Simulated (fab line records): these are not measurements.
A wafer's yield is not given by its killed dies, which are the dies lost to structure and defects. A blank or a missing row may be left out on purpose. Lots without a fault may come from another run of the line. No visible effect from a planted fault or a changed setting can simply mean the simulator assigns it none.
Which tool was responsible? | flow gf180mcu | Sampling: 12 lots, 36 wafers, 3 of 602 route steps

WHAT EACH GAUGE READ, for each wafer
GF_V3_OVL_MEAS_15.
lot  | measured     | on         | V3_OVL (nm)
L897 | day 22 08:26 | overlay-01 | 0 -10 1
L899 | day 23 02:07 | overlay-02 | 4 6 7
L900 | day 23 10:47 | overlay-02 | 3 3 8
L901 | day 23 16:50 | overlay-02 | 12 5 9
L906 | day 25 13:53 | overlay-02 | -3 5 5
L908 | day 26 03:42 | overlay-02 | -2 0 0
L909 | day 26 15:01 | overlay-01 | 8 1 6
L910 | day 26 20:33 | overlay-01 | -7 -9 -4
L911 | day 26 23:37 | overlay-01 | 5 -7 3
L918 | day 29 18:26 | overlay-02 | 4 8 2
L919 | day 29 19:11 | overlay-02 | -4 -7 -4
L920 | day 30 06:59 | overlay-01 | 7 3 -3

EACH LOT AND THE TOOL THAT RAN IT (in order: tool; ch and the chambers of the sampled wafers; start)
lot  | GF_DUAL_GATE_OXIDATION_15     | GF_M3_METAL_ETCH_16
L897 | furnace-02 ch 0, day 8 09:47  | rie_metal-04 ch 0,1, day 21 07:19
L899 | furnace-02 ch 0, day 8 20:32  | rie_metal-01 ch 1, day 22 01:51
L900 | furnace-01 ch 0, day 9 01:58  | rie_metal-01 ch 1, day 22 10:46
L901 | furnace-02 ch 0, day 9 08:53  | rie_metal-04 ch 0,1, day 22 16:55
L906 | furnace-01 ch 0, day 10 22:14 | rie_metal-03 ch 0,1, day 24 15:22
L908 | furnace-01 ch 0, day 11 12:46 | rie_metal-04 ch 0,1, day 25 05:34
L909 | furnace-01 ch 0, day 11 22:01 | rie_metal-03 ch 1, day 25 16:07
L910 | furnace-02 ch 0, day 12 02:31 | rie_metal-03 ch 1, day 25 22:43
L911 | furnace-01 ch 0, day 12 07:34 | rie_metal-03 ch 0,1, day 26 01:10
L918 | furnace-02 ch 0, day 15 02:19 | rie_metal-04 ch 0,1, day 28 22:04
L919 | furnace-01 ch 0, day 15 05:50 | rie_metal-01 ch 0,1, day 28 23:38
L920 | furnace-02 ch 0, day 15 14:50 | rie_metal-03 ch 0,1, day 29 10:34
- GF_DUAL_GATE_OXIDATION_15: stabilise 600 s, purge 300 s, target thk 7.098 nm.
- GF_M3_METAL_ETCH_16: etches the open film in Cl2/BCl3, stops on SiO2, target depth 750.8 nm, time 125.1 s.

WHAT THE TOOLS THEMSELVES READ (means of the sampled wafers that have a number; where no wafer has one, the mark that the record gives instead)
GF_DUAL_GATE_OXIDATION_15.
lot  | tool       | spike_tc_centre_C (C) | spike_tc_top_C (C) | spike_tc_upper_C (C) | tube_center_temp_C_max | zone_power_centre_pct (%) | zone_power_top_pct (%) | zone_power_upper_pct (%)
L897 | furnace-02 | 850.6                 | 862.4              | 849.9                | 851.9                  | 17.5                      | 32.1                   | 14.4
L899 | furnace-02 | 850.0                 | 861.3              | 849.8                | 852.3                  | 17.4                      | 31.7                   | 14.5
L900 | furnace-01 | 851.6                 | 864.9              | 850.1                | 852.2                  | 16.4                      | 30.4                   | 17.6
L901 | furnace-02 | 849.7                 | 861.6              | 848.7                | 852.4                  | 17.5                      | 31.9                   | 14.4
L906 | furnace-01 | 851.0                 | 865.2              | 850.1                | 852.3                  | 16.4                      | 30.3                   | 17.6
L908 | furnace-01 | 857.4                 | 872.7              | 809.9                | 852.3                  | 22.7                      | 38.4                   | 1.6
L909 | furnace-01 | 856.5                 | 871.5              | 810.8                | 851.8                  | 22.9                      | 38.6                   | 1.6
L910 | furnace-02 | 849.2                 | 862.8              | 849.4                | 852.4                  | 17.4                      | 32.0                   | 14.5
L911 | furnace-01 | 856.1                 | 872.3              | 810.4                | 852.0                  | 22.9                      | 38.6                   | 1.6
L918 | furnace-02 | 849.1                 | 862.9              | 850.2                | 852.5                  | 17.2                      | 32.2                   | 14.4
L919 | furnace-01 | 852.0                 | 865.1              | 851.3                | 852.2                  | 16.4                      | 30.2                   | 17.6
L920 | furnace-02 | 848.8                 | 862.4              | 850.3                | 852.0                  | 17.4                      | 31.8                   | 14.5

GF_M3_METAL_ETCH_16.
lot  | tool         | chamber_pressure_mTorr (mTorr) | drypump_motor_current_A (A) | oes_product_au (a.u.) | throttle_valve_pct (%)
L897 | rie_metal-04 | 7.996                          | 5.8                         | 0.992                 | 28.219
L899 | rie_metal-01 | 7.994                          | 6.1                         | 0.989                 | 28.231
L900 | rie_metal-01 | 7.996                          | 6.1                         | 0.992                 | 28.235
L901 | rie_metal-04 | 7.996                          | 5.8                         | 0.994                 | 28.227
L906 | rie_metal-03 | 8.010                          | 6.0                         | 0.995                 | 28.230
L908 | rie_metal-04 | 8.008                          | 5.8                         | 0.990                 | 28.228
L909 | rie_metal-03 | 8.004                          | 5.9                         | 0.996                 | 28.225
L910 | rie_metal-03 | 7.999                          | 5.9                         | 0.996                 | 28.214
L911 | rie_metal-03 | 7.996                          | 6.0                         | 0.992                 | 28.227
L918 | rie_metal-04 | 7.994                          | 6.3                         | 0.991                 | 28.231
L919 | rie_metal-01 | 7.999                          | 5.6                         | 0.988                 | 28.233
L920 | rie_metal-03 | 8.002                          | 6.0                         | 0.993                 | 28.220

THE ANSWER, worked out from the rows above alone
Rule: the usual values come from the lots themselves. The widest of any qualifying gaps counts: lots, ordered by their means at a reading, are off when they make up no more than a third of the lots, leave a main group of 4 or more, and stand apart from it by 3 or more times the standard deviation of that group's means. Not used: any main group whose means are identical at the precision the tables above print for the reading. A lot without any number at a reading at which 4 lots or more have one is off too. Any other lot the step has rows for is counted as sound. After the gauges, taken in route order, come the tools' own readings; for these a lot's mean is taken, as printed above. At the first step where some lot is off, the reading lying furthest off is the one used; lots without a number count as furthest.
Off: L908, L909, L911, at GF_DUAL_GATE_OXIDATION_15 (spike_tc_upper_C). Main group: mean 850.0 C, sd 0.66.
A tool fits if, at that step or a process step before it, it ran every lot that is off, and no sound lot after the first of them. Not one of the candidates tried fits.

WHAT THE SIMULATOR PUT IN
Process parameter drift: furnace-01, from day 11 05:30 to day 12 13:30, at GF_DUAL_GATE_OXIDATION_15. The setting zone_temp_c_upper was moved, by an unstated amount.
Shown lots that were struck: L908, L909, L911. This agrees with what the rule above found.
